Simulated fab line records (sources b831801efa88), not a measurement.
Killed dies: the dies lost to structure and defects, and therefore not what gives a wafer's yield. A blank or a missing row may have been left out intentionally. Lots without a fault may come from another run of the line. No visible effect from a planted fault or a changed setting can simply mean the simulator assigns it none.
fab line records	flow gf180mcu	part 1 of 2: steps 1 to 26 of 36
record lots=5	wafers=15	lastDay=34
route steps=602 shown SALICIDE@279 CONTACT@287
lots that met no fault: from a run of the same line without faults
startH: start of the lot's first displayed wafer, in hours after the record's first day	waitH: hours from the lot's prior step to this one	" as in the row above	L1.1+2: one row covering several wafers at once	- either no value or no given start	* or withheld: withheld	< > ~ a bound
route shown NAME@n: a module of which the file shows steps, and the number in the route of the first	usual: average and standard deviation across the fault-free wafers	same: alike in all rows	chamber/n: place in a boat	sites: readings site by site	_std_site: standard deviation of those values	_edge_site: inner sites' mean taken away from outer sites' mean	radiusMm: how far each site lies from the wafer's centre	mask NAME#n: copy n	behind: the tool/chamber that last shaped the wafer	hold: the reason the lot was held/the length of the hold in hours/how it ended	device: which transistor (n, p or np) failed to switch	end of line: the same wafers' tests at the end of the route	step lacking rows: just its recipe	killed: dies that structure and defects cost at the first sort, which is not the same as the wafer's yield	map: per-die view of a wafer (x killed, . not killed, _ where there is no die)
set.NAME: the setting that was run; set.NAME@STEP: the one run at that earlier step	model.NAME: the simulator's own value behind a step, which no gauge read
certain route steps with their lots: each step a table, each wafer a row
services: a tool's chamber out of use, with start hour (startH, from the record's first day; less than 0 if before it), hours out, and reason
## steps
# step GF_SALICIDE_WET_ETCH_01
# recipe chemistry=dHF	targetDepthNm=5	dry=ipaMarangoni	target=SiO2	tempC=25	dilution=100:1	timeS=100
lot.wafer	tool	chamber	startH	waitH
L082.1+3+6	wetBench-01	1	408.27	0.0
L089.1+4+6	wetBench-01	3	474.82	0.0
L091.1+3+4	wetBench-01	1	495.47	0.0
L095.1+2+3	wetBench-01	0	522.42	0.0
L097.3+4+6	wetBench-01	2	539.48	0.0
# step GF_SALICIDE_SPUTTER_02
# recipe material=Co	targetThkNm=10	powerW=1000	timeS=20	chamberPressurePa=0.4
# usual throttleValvePct=29.8/1
lot.wafer	tool	chamber	startH	waitH	throttleValvePct
L082.1	pvdSputter-04	-	408.30	0.0	29.4
L082.3	"	-	"	"	28.0
L082.6	"	-	"	"	27.9
L089.1	pvdSputter-02	-	474.86	0.0	29.6
L089.4	"	-	"	"	31.2
L089.6	"	-	"	"	29.7
L091.1	pvdSputter-01	-	495.50	0.0	30.9
L091.3	"	-	"	"	29.4
L091.4	"	-	"	"	30.6
L095.1	pvdSputter-04	-	522.46	0.0	28.1
L095.2	"	-	"	"	30.7
L095.3	"	-	"	"	29.3
L097.3	pvdSputter-01	-	539.52	0.0	29.1
L097.4	"	-	"	"	30.6
L097.6	"	-	"	"	29.3
# step GF_SALICIDE_SPUTTER_03
# recipe material=TiN	targetThkNm=20	powerW=6500	timeS=16.7	chamberPressurePa=0.4
# usual throttleValvePct=29.8/1.1
lot.wafer	tool	chamber	startH	waitH	throttleValvePct
L082.1	pvdSputter-04	-	408.33	0.0	29.2
L082.3	"	-	"	"	27.8
L082.6	"	-	"	"	28.0
L089.1	pvdSputter-02	-	474.89	0.0	29.7
L089.4	"	-	"	"	31.3
L089.6	"	-	"	"	29.3
L091.1	pvdSputter-01	-	495.53	0.0	31.0
L091.3	"	-	"	"	29.3
L091.4	"	-	"	"	30.8
L095.1	pvdSputter-04	-	522.48	0.0	28.0
L095.2	"	-	"	"	31.0
L095.3	"	-	"	"	29.2
L097.3	pvdSputter-01	-	539.54	0.0	29.3
L097.4	"	-	"	"	30.8
L097.6	"	-	"	"	29.5
# step GF_SALICIDE_RS_MEAS_04
# recipe thkMeasGauge=four-point-probe	reads=TiN_of_SALICIDE_SPUTTER_03+Co_of_SALICIDE_SPUTTER_02
# usual SALICIDE_TIN_RS=16.4/0.3
lot.wafer	tool	chamber	startH	waitH	SALICIDE_TIN_RS[ohm/sq]
L082.1	filmMetro-03	-	408.36	0.0	16.8
L082.3	"	-	"	"	16.9
L082.6	"	-	"	"	16.9
L089.1	filmMetro-04	-	474.91	0.0	15.8
L089.4	"	-	"	"	15.9
L089.6	"	-	"	"	16.0
L091.1	filmMetro-01	-	495.56	0.0	16.5
L091.3	"	-	"	"	16.5
L091.4	"	-	"	"	16.6
L095.1	filmMetro-01	-	522.51	0.0	16.5
L095.2	"	-	"	"	16.2
L095.3	"	-	"	"	16.6
L097.3	filmMetro-03	-	539.61	0.1	16.6
L097.4	"	-	"	"	16.6
L097.6	"	-	"	"	16.3
# step GF_SALICIDE_THK_MEAS_05
# recipe thkMeasGauge=xrf	reads=TiN_of_SALICIDE_SPUTTER_03
# usual SALICIDE_TIN_THK=19.8/0.34
lot.wafer	tool	chamber	startH	waitH	SALICIDE_TIN_THK[nm]
L082.1	filmMetro-03	-	408.48	0.1	19.2
L082.3	"	-	"	"	19.1
L082.6	"	-	"	"	19.0
L089.1	filmMetro-04	-	475.03	0.1	19.7
L089.4	"	-	"	"	19.9
L089.6	"	-	"	"	19.6
L091.1	filmMetro-01	-	495.68	0.1	20.4
L091.3	"	-	"	"	20.0
L091.4	"	-	"	"	20.3
L095.1	filmMetro-01	-	522.63	0.1	19.8
L095.2	"	-	"	"	20.2
L095.3	"	-	"	"	19.9
L097.3	filmMetro-03	-	539.71	0.1	19.6
L097.4	"	-	"	"	19.7
L097.6	"	-	"	"	19.7
# step GF_SALICIDE_RTA_06
# recipe tempC=530	timeS=30	ambient=N2
# usual lampPowerPct=5.4/0.44	wafer_temp_C_max=532.0/0.57
lot.wafer	tool	chamber	startH	waitH	lampPowerPct	wafer_temp_C_max
L082.1	rtpAnneal-02	0	408.54	0.1	5.8	531.3
L082.3	"	0	"	"	5.8	531.9
L082.6	"	0	"	"	5.8	531.0
L089.1	rtpAnneal-02	0	475.09	0.1	5.8	532.8
L089.4	"	0	"	"	5.8	532.0
L089.6	"	0	"	"	5.8	532.6
L091.1	rtpAnneal-02	0	495.74	0.1	5.8	532.3
L091.3	"	0	"	"	5.8	532.8
L091.4	"	0	"	"	5.8	531.9
L095.1	rtpAnneal-02	0	522.69	0.1	5.8	531.7
L095.2	"	0	"	"	5.8	532.3
L095.3	"	0	"	"	5.8	531.3
L097.3	rtpAnneal-01	0	539.78	0.1	4.9	532.4
L097.4	"	0	"	"	4.9	532.3
L097.6	"	0	"	"	4.9	532.6
# step GF_SALICIDE_WET_ETCH_07
# recipe chemistry=SPM	targetDepthNm=120	dry=n2Spin
lot.wafer	tool	chamber	startH	waitH
L082.1+3+6	wetBench-03	1	408.64	0.1
L089.1+4+6	wetBench-03	3	475.19	0.1
L091.1+3+4	wetBench-03	2	495.84	0.1
L095.1+2+3	wetBench-03	1	522.79	0.1
L097.3+4+6	wetBench-04	3	539.85	0.1
# step GF_SALICIDE_RTA_08
# recipe tempC=800	timeS=30	ambient=N2
# usual lampPowerPct=14.8/1.2	wafer_temp_C_max=803.2/0.87
lot.wafer	tool	chamber	startH	waitH	lampPowerPct	wafer_temp_C_max
L082.1	rtpAnneal-01	0	408.73	0.0	13.7	803.3
L082.3	"	0	"	"	13.7	802.8
L082.6	"	0	"	"	13.7	804.0
L089.1	rtpAnneal-01	0	475.28	0.0	13.7	804.4
L089.4	"	0	"	"	13.7	802.2
L089.6	"	0	"	"	13.7	803.4
L091.1	rtpAnneal-01	0	495.94	0.0	13.7	804.8
L091.3	"	0	"	"	13.7	803.9
L091.4	"	0	"	"	13.7	803.0
L095.1	rtpAnneal-01	0	522.88	0.0	13.7	803.3
L095.2	"	0	"	"	13.7	802.7
L095.3	"	0	"	"	13.7	804.3
L097.3	rtpAnneal-02	0	539.97	0.0	16.2	802.8
L097.4	"	0	"	"	16.2	804.5
L097.6	"	0	"	"	16.2	802.9
# step GF_CONTACT_CVD_00
# recipe material=SiO2	targetThkNm=300	sigmaOpenFrac=0.3	tempC=400	timeS=50	sih4FlowSccm=60	pressureMtorr=6
# usual sih4FlowSccm=59.99/0.18
lot.wafer	tool	chamber	startH	waitH	sih4FlowSccm
L082.1	hdpcvd-02	0	408.83	0.1	60.06
L082.3	"	1	"	"	60.04
L082.6	"	0	"	"	59.99
L089.1	hdpcvd-01	0	475.38	0.1	60.16
L089.4	"	2	"	"	59.78
L089.6	"	1	"	"	59.91
L091.1	hdpcvd-02	0	496.04	0.1	59.91
L091.3	"	1	"	"	59.96
L091.4	"	1	"	"	60.02
L095.1	hdpcvd-01	1	522.98	0.1	59.70
L095.2	"	2	"	"	59.88
L095.3	"	0	"	"	59.95
L097.3	hdpcvd-02	1	540.05	0.1	59.92
L097.4	"	2	"	"	60.13
L097.6	"	0	"	"	60.01
# step GF_CONTACT_THK_MEAS_01
# recipe reads=SiO2_of_CONTACT_CVD_00
# usual CONTACT_CVD_00_THK=301/3.2
lot.wafer	tool	chamber	startH	waitH	CONTACT_CVD_00_THK[nm]
L082.1	filmMetro-04	-	408.87	0.0	300
L082.3	"	-	"	"	299
L082.6	"	-	"	"	303
L089.1	filmMetro-02	-	475.43	0.0	297
L089.4	"	-	"	"	296
L089.6	"	-	"	"	298
L091.1	filmMetro-01	-	496.08	0.0	300
L091.3	"	-	"	"	292
L091.4	"	-	"	"	295
L095.1	filmMetro-04	-	523.03	0.0	297
L095.2	"	-	"	"	298
L095.3	"	-	"	"	302
L097.3	filmMetro-02	-	540.12	0.0	299
L097.4	"	-	"	"	298
L097.6	"	-	"	"	301
# step GF_CONTACT_CVD_02
# recipe material=SiO2	targetThkNm=860	precursor=TEOS	tempC=400	timeS=95.992	rfW=600
# usual heaterPowerW=672/99
lot.wafer	tool	chamber	startH	waitH	heaterPowerW
L082.1	pecvd-02	2	408.93	0.1	741
L082.3	"	0	"	"	624
L082.6	"	1	"	"	771
L089.1	pecvd-02	0	475.49	0.1	604
L089.4	"	1	"	"	626
L089.6	"	2	"	"	757
L091.1	pecvd-01	1	496.14	0.1	624
L091.3	"	0	"	"	801
L091.4	"	0	"	"	843
L095.1	pecvd-02	2	523.09	0.1	839
L095.2	"	1	"	"	752
L095.3	"	0	"	"	641
L097.3	pecvd-02	1	540.19	0.1	784
L097.4	"	2	"	"	823
L097.6	"	2	"	"	669
# step GF_CONTACT_THK_MEAS_03
# recipe reads=SiO2_of_CONTACT_CVD_02
# usual CONTACT_CVD_02_THK=858/10
lot.wafer	tool	chamber	startH	waitH	CONTACT_CVD_02_THK[nm]
L082.1	filmMetro-02	-	409.00	0.0	854
L082.3	"	-	"	"	851
L082.6	"	-	"	"	860
L089.1	filmMetro-01	-	475.56	0.0	843
L089.4	"	-	"	"	852
L089.6	"	-	"	"	859
L091.1	filmMetro-04	-	496.21	0.0	845
L091.3	"	-	"	"	843
L091.4	"	-	"	"	869
L095.1	filmMetro-04	-	523.17	0.1	853
L095.2	"	-	"	"	849
L095.3	"	-	"	"	847
L097.3	filmMetro-04	-	540.28	0.1	861
L097.4	"	-	"	"	871
L097.6	"	-	"	"	871
# step GF_CONTACT_CMP_04
# recipe material=SiO2	downForcePsi=4	platenRpm=60	padVelocityMS=0.94248
# usual edgeZonePressureFrac=1.000/0.0049	motorCurrentA=12.1/1.2	slurryFilterDpKPa=13.49/0.14	slurryFlowMlMin=149.9/0.5	timeToEndpointS=110/5.1
lot.wafer	tool	chamber	startH	waitH	edgeZonePressureFrac	motorCurrentA	slurryFilterDpKPa	slurryFlowMlMin	timeToEndpointS
L082.1	cmp-02	2	409.06	0.1	1.003	12.9	13.45	150.4	108
L082.3	"	3	"	"	0.997	11.9	13.61	150.5	105
L082.6	"	2	"	"	0.990	12.1	13.64	150.2	108
L089.1	cmp-02	3	475.67	0.1	1.005	11.8	13.34	149.8	110
L089.4	"	0	"	"	0.993	10.3	13.42	149.9	109
L089.6	"	2	"	"	1.007	12.8	13.77	151.0	110
L091.1	cmp-01	0	496.27	0.1	1.000	14.2	13.36	149.9	97
L091.4	"	1	"	"	1.005	11.3	13.36	149.5	114
L091.3	"	3	"	"	1.003	13.1	13.61	150.2	102
L095.3	cmp-02	3	523.23	0.0	0.998	12.0	13.43	149.7	111
L095.2	"	0	"	"	1.002	10.5	13.51	149.6	108
L095.1	"	2	"	"	1.002	12.5	13.44	148.9	111
L097.4	cmp-02	2	540.32	0.0	1.009	12.6	13.60	149.3	120
L097.3	"	1	"	"	0.988	12.5	13.69	150.7	112
L097.6	"	3	"	"	0.989	11.9	13.65	149.9	122
# step GF_CONTACT_BOW_MEAS_05
# recipe mode=bow
# usual CONTACT_BOW=66/6.6
lot.wafer	tool	chamber	startH	waitH	CONTACT_BOW[um]
L082.1	filmMetro-01	-	409.36	0.2	68
L082.3	"	-	"	"	59
L082.6	"	-	"	"	62
L089.1	filmMetro-04	-	475.92	0.2	62
L089.4	"	-	"	"	66
L089.6	"	-	"	"	60
L091.1	filmMetro-04	-	496.57	0.2	71
L091.3	"	-	"	"	63
L091.4	"	-	"	"	62
L095.1	filmMetro-04	-	523.53	0.1	56
L095.2	"	-	"	"	52
L095.3	"	-	"	"	63
L097.3	filmMetro-04	-	540.66	0.1	48
L097.4	"	-	"	"	75
L097.6	"	-	"	"	71
# step GF_CONTACT_DEHYDRATE_06
# recipe tempC=200	timeS=60
# usual chillPlateTempC=23.00/0.11
lot.wafer	tool	chamber	startH	waitH	chillPlateTempC
L082.1	lithoTrack-02	0	420.21	10.8	22.86
L082.3	"	0	"	"	22.99
L082.6	"	0	"	"	23.02
L089.1	lithoTrack-03	0	487.65	11.7	23.13
L089.4	"	0	"	"	23.01
L089.6	"	0	"	"	22.88
L091.1	lithoTrack-02	0	507.81	11.2	23.17
L091.3	"	0	"	"	23.14
L091.4	"	0	"	"	23.03
L095.1	lithoTrack-02	0	534.41	10.9	22.77
L095.2	"	0	"	"	22.92
L095.3	"	0	"	"	22.94
L097.3	lithoTrack-02	0	551.06	10.4	22.99
L097.4	"	0	"	"	22.92
L097.6	"	0	"	"	23.03
# step GF_CONTACT_HMDS_07
# recipe primeTimeS=60	primeTempC=120
# usual chillPlateTempC=23.02/0.11
lot.wafer	tool	chamber	startH	waitH	chillPlateTempC
L082.1	lithoTrack-02	0	420.36	0.1	23.18
L082.3	"	0	"	"	23.05
L082.6	"	0	"	"	22.86
L089.1	lithoTrack-03	0	487.80	0.1	23.08
L089.4	"	0	"	"	23.12
L089.6	"	0	"	"	23.01
L091.1	lithoTrack-02	0	507.96	0.1	23.25
L091.3	"	0	"	"	23.21
L091.4	"	0	"	"	23.22
L095.1	lithoTrack-02	0	534.56	0.1	23.13
L095.2	"	0	"	"	23.13
L095.3	"	0	"	"	23.22
L097.3	lithoTrack-02	0	551.21	0.1	23.02
L097.4	"	0	"	"	23.10
L097.6	"	0	"	"	23.11
# step GF_CONTACT_COAT_08
# recipe resist=BARC	tempC=withheld	timeS=withheld	spinRpm=withheld	resistThkNm=withheld
# usual chillPlateTempC=*
lot.wafer	tool	chamber	startH	waitH	chillPlateTempC
L082.1	lithoTrack-02	0	420.51	0.1	*
L082.3	"	0	"	"	*
L082.6	"	0	"	"	*
L089.1	lithoTrack-03	0	487.95	0.1	*
L089.4	"	0	"	"	*
L089.6	"	0	"	"	*
L091.1	lithoTrack-02	0	508.11	0.1	*
L091.3	"	0	"	"	*
L091.4	"	0	"	"	*
L095.1	lithoTrack-02	0	534.71	0.1	*
L095.2	"	0	"	"	*
L095.3	"	0	"	"	*
L097.3	lithoTrack-02	0	551.36	0.1	*
L097.4	"	0	"	"	*
L097.6	"	0	"	"	*
# step GF_CONTACT_COAT_09
# recipe resist=KrF	spinRpm=withheld	resistThkNm=1000
# usual chillPlateTempC=23.02/0.11
lot.wafer	tool	chamber	startH	waitH	chillPlateTempC
L082.1	lithoTrack-02	0	-	-	23.08
L082.3	"	0	"	"	23.16
L082.6	"	0	"	"	23.11
L089.1	lithoTrack-03	0	-	-	23.12
L089.4	"	0	"	"	23.15
L089.6	"	0	"	"	23.12
L091.1	lithoTrack-02	0	-	-	22.95
L091.3	"	0	"	"	22.91
L091.4	"	0	"	"	23.10
L095.1	lithoTrack-02	0	-	-	23.00
L095.2	"	0	"	"	22.84
L095.3	"	0	"	"	22.86
L097.3	lithoTrack-02	0	-	-	22.98
L097.4	"	0	"	"	22.96
L097.6	"	0	"	"	22.95
# step GF_CONTACT_SOFTBAKE_10
# recipe tempC=130	timeS=60	resist=KrF
# usual chillPlateTempC=23.01/0.1
lot.wafer	tool	chamber	startH	waitH	chillPlateTempC
L082.1	lithoTrack-02	0	-	-	22.98
L082.3	"	0	"	"	23.10
L082.6	"	0	"	"	22.98
L089.1	lithoTrack-03	0	-	-	23.01
L089.4	"	0	"	"	22.90
L089.6	"	0	"	"	22.96
L091.1	lithoTrack-02	0	-	-	23.06
L091.3	"	0	"	"	23.22
L091.4	"	0	"	"	22.99
L095.1	lithoTrack-02	0	-	-	23.08
L095.2	"	0	"	"	23.11
L095.3	"	0	"	"	22.97
L097.3	lithoTrack-02	0	-	-	22.80
L097.4	"	0	"	"	22.87
L097.6	"	0	"	"	22.95
# step GF_CONTACT_EXPOSE_11
# recipe maskId=Contact	targetCdNm=220	na=0.68	sourceShape=conventional	sigmaOuter=0.6	doseMj=38
# same na=0.68	sigmaOuter=0.6
lot.wafer	tool	chamber	startH	waitH	mask
L082.1+3+6	krfScanner-02	0	-	-	Contact#0
L089.1+4+6	krfScanner-01	0	-	-	Contact#0
L091.1+3+4	krfScanner-02	0	-	-	Contact#0
L095.1+2+3	krfScanner-01	0	-	-	Contact#0
L097.3+4+6	krfScanner-02	0	-	-	Contact#0
# step GF_CONTACT_PEB_12
# recipe pebTempC=135	pebTimeS=90	resist=KrF
# usual chillPlateTempC=22.97/0.11
lot.wafer	tool	chamber	startH	waitH	chillPlateTempC
L082.1	lithoTrack-03	0	-	-	23.01
L082.3	"	0	"	"	22.98
L082.6	"	0	"	"	23.22
L089.1	lithoTrack-03	0	-	-	22.98
L089.4	"	0	"	"	22.80
L089.6	"	0	"	"	22.87
L091.1	lithoTrack-02	0	-	-	23.04
L091.3	"	0	"	"	23.08
L091.4	"	0	"	"	23.01
L095.1	lithoTrack-02	0	-	-	22.81
L095.2	"	0	"	"	22.84
L095.3	"	0	"	"	23.00
L097.3	lithoTrack-02	0	-	-	22.87
L097.4	"	0	"	"	22.99
L097.6	"	0	"	"	22.79
# step GF_CONTACT_DEVELOP_13
# recipe developTimeS=60	resist=KrF	devTempC=21
# usual chillPlateTempC=23.00/0.11
lot.wafer	tool	chamber	startH	waitH	chillPlateTempC
L082.1	lithoTrack-03	0	432.75	0.2	22.97
L082.3	"	0	"	"	23.04
L082.6	"	0	"	"	23.13
L089.1	lithoTrack-03	0	500.00	0.2	23.05
L089.4	"	0	"	"	23.17
L089.6	"	0	"	"	23.00
L091.1	lithoTrack-02	0	520.21	0.2	23.03
L091.3	"	0	"	"	23.05
L091.4	"	0	"	"	22.78
L095.1	lithoTrack-02	0	546.31	0.2	23.03
L095.2	"	0	"	"	22.96
L095.3	"	0	"	"	23.11
L097.3	lithoTrack-02	0	562.96	0.1	22.72
L097.4	"	0	"	"	22.89
L097.6	"	0	"	"	22.84
# step GF_CONTACT_CD_MEAS_14
# recipe targetCdNm=220
# usual cdNm=220.1/1.4
lot.wafer	tool	chamber	startH	waitH	cdNm
L082.1	cdSem-01	-	432.90	0.1	218.9
L082.3	"	-	"	"	219.6
L082.6	"	-	"	"	218.9
L089.1	cdSem-02	-	500.15	0.1	221.3
L089.4	"	-	"	"	220.6
L089.6	"	-	"	"	220.3
L091.1	cdSem-01	-	520.36	0.1	217.5
L091.3	"	-	"	"	216.8
L091.4	"	-	"	"	218.5
L095.1	cdSem-01	-	546.46	0.1	219.1
L095.2	"	-	"	"	217.9
L095.3	"	-	"	"	218.2
L097.3	cdSem-01	-	563.10	0.1	222.4
L097.4	"	-	"	"	222.2
L097.6	"	-	"	"	222.3
# step GF_CONTACT_OVL_MEAS_15
# usual CONTACT_OVL=-4/4.6
lot.wafer	tool	chamber	startH	waitH	CONTACT_OVL[nm]
L082.1	overlay-02	-	433.02	0.1	-9
L082.3	"	-	"	"	-9
L082.6	"	-	"	"	-16
L089.1	overlay-02	-	500.27	0.1	-1
L089.4	"	-	"	"	-1
L089.6	"	-	"	"	-9
L091.1	overlay-02	-	520.48	0.1	-3
L091.3	"	-	"	"	0
L091.4	"	-	"	"	-4
L095.1	overlay-02	-	546.58	0.1	1
L095.2	"	-	"	"	-7
L095.3	"	-	"	"	-3
L097.3	overlay-01	-	563.19	0.1	-14
L097.4	"	-	"	"	-9
L097.6	"	-	"	"	-10
# step GF_CONTACT_ETCH_16
# recipe chemistry=N2/H2	targetDepthA=withheld	overetchA=withheld	timeS=withheld	target=BARC	ionEnergyEv=200	sourceW=500	biasW=100	pressureMtorr=30	n2FlowSccm=100	h2FlowSccm=200
# usual drypumpMotorCurrentA=5.8/0.52	oesProductAu=0.856/0.0046	throttleValvePct=13.225/0.0091
lot.wafer	tool	chamber	startH	waitH	drypumpMotorCurrentA	oesProductAu	throttleValvePct
L082.1	rieDiel-03	2	433.06	0.0	5.6	0.858	13.222
L082.3	"	1	"	"	6.0	0.850	13.226
L082.6	"	2	"	"	5.6	0.851	13.229
L089.1	rieDiel-03	1	500.30	0.0	6.0	0.853	13.247
L089.4	"	3	"	"	6.8	0.855	13.222
L089.6	"	0	"	"	5.8	0.857	13.236
L091.1	rieDiel-03	0	520.52	0.0	5.8	0.857	13.221
L091.3	"	2	"	"	5.6	0.861	13.247
L091.4	"	2	"	"	5.6	0.851	13.221
L095.1	rieDiel-04	2	546.62	0.0	4.8	0.856	13.216
L095.2	"	3	"	"	5.7	0.858	13.217
L095.3	"	1	"	"	5.3	0.848	13.228
L097.3	rieDiel-01	1	563.21	0.0	6.1	0.857	13.214
L097.4	"	3	"	"	6.6	0.862	13.222
L097.6	"	0	"	"	5.5	0.854	13.232
# step GF_CONTACT_ETCH_17
# recipe chemistry=C4F8/O2/Ar	maskMaterial=KrF	target=SiO2	stopOn=CoSi2	sourceW=1500	biasW=1200	pressureMtorr=40	c4f8FlowSccm=withheld	O2_flow_sccm=6	Ar_flow_sccm=300	timeS=withheld	targetDepthA=8600
# usual oesProductAu=0.815/0.005
lot.wafer	tool	chamber	startH	waitH	oesProductAu
L082.1	rieDiel-03	2	-	-	0.814
L082.3	"	1	"	"	0.814
L082.6	"	2	"	"	0.817
L089.1	rieDiel-03	1	-	-	0.820
L089.4	"	3	"	"	0.808
L089.6	"	0	"	"	0.814
L091.1	rieDiel-03	0	-	-	0.818
L091.3	"	2	"	"	0.806
L091.4	"	2	"	"	0.814
L095.1	rieDiel-04	2	-	-	0.812
L095.2	"	3	"	"	0.810
L095.3	"	1	"	"	0.818
L097.3	rieDiel-01	1	-	-	0.809
L097.4	"	3	"	"	0.816
L097.6	"	0	"	"	0.820
